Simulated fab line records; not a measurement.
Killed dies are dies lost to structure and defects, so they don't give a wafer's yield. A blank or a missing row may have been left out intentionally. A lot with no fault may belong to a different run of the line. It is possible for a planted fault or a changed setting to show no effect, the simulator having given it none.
What tool caused it?    flow sky130    Sampling: 11 lots, 33 wafers, 3 of 708 route steps

## WHAT THE GAUGES READ, wafer by wafer
SKY_GATE_OXIDE_THK_MEAS_02.
lot   measured      on            GATE_OXIDE_OXIDATION_00_THK (nm)
L476  day 12 23:18  filmMetro-02  10.07 10.24 10.19
L477  day 13 09:12  filmMetro-01  10.50 10.42 10.36
L479  day 14 04:29  filmMetro-02  10.11 10.01 9.89
L481  day 14 22:05  filmMetro-01  10.31 10.19 10.23
L484  day 15 17:50  filmMetro-01  10.26 10.27 10.08
L488  day 17 08:13  filmMetro-03  5.83 5.83 5.85
L489  day 17 21:13  filmMetro-02  5.93 5.83 5.88
L490  day 17 16:55  filmMetro-01  6.08 5.97 5.87
L491  day 18 05:59  filmMetro-01  5.89 6.02 5.87
L495  day 19 19:10  filmMetro-03  10.47 10.59 10.25
L497  day 20 11:00  filmMetro-02  10.17 10.12 10.24

## WHICH TOOL RAN EACH LOT (tool, then ch and the chambers of the sampled wafers, then the start)
lot   SKY_FIELD_ISO_ETCH_17           SKY_GATE_OXIDE_OXIDATION_01
L476  rieSi-01 ch 0,1,2, day 2 09:41  furnace-01 ch 0, day 12 21:53
L477  rieSi-01 ch 0,1,3, day 2 16:16  furnace-02 ch 0, day 13 07:47
L479  rieSi-02 ch 0,1, day 3 02:43    furnace-01 ch 0, day 14 03:04
L481  rieSi-02 ch 0,1,2, day 3 11:37  furnace-01 ch 0, day 14 20:41
L484  rieSi-01 ch 1,2,3, day 4 02:55  furnace-02 ch 0, day 15 16:25
L488  rieSi-01 ch 0,1,3, day 5 02:22  furnace-01 ch 0, day 17 06:47
L489  rieSi-01 ch 0,2, day 5 07:20    furnace-01 ch 0, day 17 19:49
L490  rieSi-02 ch 0,2, day 5 10:22    furnace-01 ch 0, day 17 15:30
L491  rieSi-02 ch 0,1,2, day 5 16:13  furnace-01 ch 0, day 18 04:34
L495  rieSi-01 ch 0,1,2, day 6 14:22  furnace-02 ch 0, day 19 17:46
L497  rieSi-01 ch 0,1,2, day 6 22:17  furnace-02 ch 0, day 20 09:35
- SKY_FIELD_ISO_ETCH_17: etches Si in HBr/Cl2/O2, target depth 342 nm, time 97.7 s.
- SKY_GATE_OXIDE_OXIDATION_01: stabilise 600 s, purge 300 s, target thk 10.268 nm.

## AS READ BY THE TOOLS THEMSELVES (means over the sampled wafers that have a number; for cases with no such wafer, the mark the record gives instead)
SKY_FIELD_ISO_ETCH_17.
lot   tool      drypumpMotorCurrentA (A)  oesProductAu (a.u.)  throttleValvePct (%)
L476  rieSi-01  5.5                       0.996                25.661
L477  rieSi-01  5.8                       0.990                25.664
L479  rieSi-02  5.6                       1.006                25.647
L481  rieSi-02  5.7                       0.997                25.662
L484  rieSi-01  5.6                       1.008                25.651
L488  rieSi-01  5.8                       1.004                25.650
L489  rieSi-01  5.1                       1.000                25.647
L490  rieSi-02  5.6                       1.008                25.651
L491  rieSi-02  5.7                       0.997                25.660
L495  rieSi-01  5.5                       1.008                25.652
L497  rieSi-01  5.4                       1.000                25.649

SKY_GATE_OXIDE_OXIDATION_01.
lot   tool        oxTempC (C)  spikeTcTopC (C)  tube_center_temp_C_max  zonePowerTopPct (%)
L476  furnace-01  900.5        905.8            901.8                   31.5
L477  furnace-02  899.6        906.6            902.3                   32.8
L479  furnace-01  899.7        904.3            902.3                   31.7
L481  furnace-01  900.3        905.8            902.3                   31.4
L484  furnace-02  900.6        907.5            902.2                   32.7
L488  furnace-01  900.0        906.3            902.3                   31.3
L489  furnace-01  900.0        904.7            902.1                   31.8
L490  furnace-01  900.2        904.4            902.1                   31.6
L491  furnace-01  899.9        906.0            902.1                   31.7
L495  furnace-02  900.2        907.7            902.2                   32.5
L497  furnace-02  900.3        908.3            902.5                   32.4

## THE ANSWER, worked out from the rows above alone
Rule: what is usual is taken from the lots themselves. The widest of any qualifying gaps counts: lots, ordered by their means at a reading, are off when they make up no more than a third of the lots, leave a main group of 4 or more, and stand apart from it by 3 or more times the standard deviation of that group's means. The tables above print the reading to a certain number of digits; a main group whose means all agree to those digits is not used. A lot without any number at a reading at which 4 lots or more have one is off too. All remaining lots with rows at the step are treated as sound. After the gauges, taken in route order, come the tools' own readings; for these a lot's mean is taken, as printed above. At the first step where some lot is off, the reading lying furthest off is the one used; lots without a number count as furthest.
Nothing can be told from this: no lot is off at any reading shown.

## WHAT THE SIMULATOR PUT IN
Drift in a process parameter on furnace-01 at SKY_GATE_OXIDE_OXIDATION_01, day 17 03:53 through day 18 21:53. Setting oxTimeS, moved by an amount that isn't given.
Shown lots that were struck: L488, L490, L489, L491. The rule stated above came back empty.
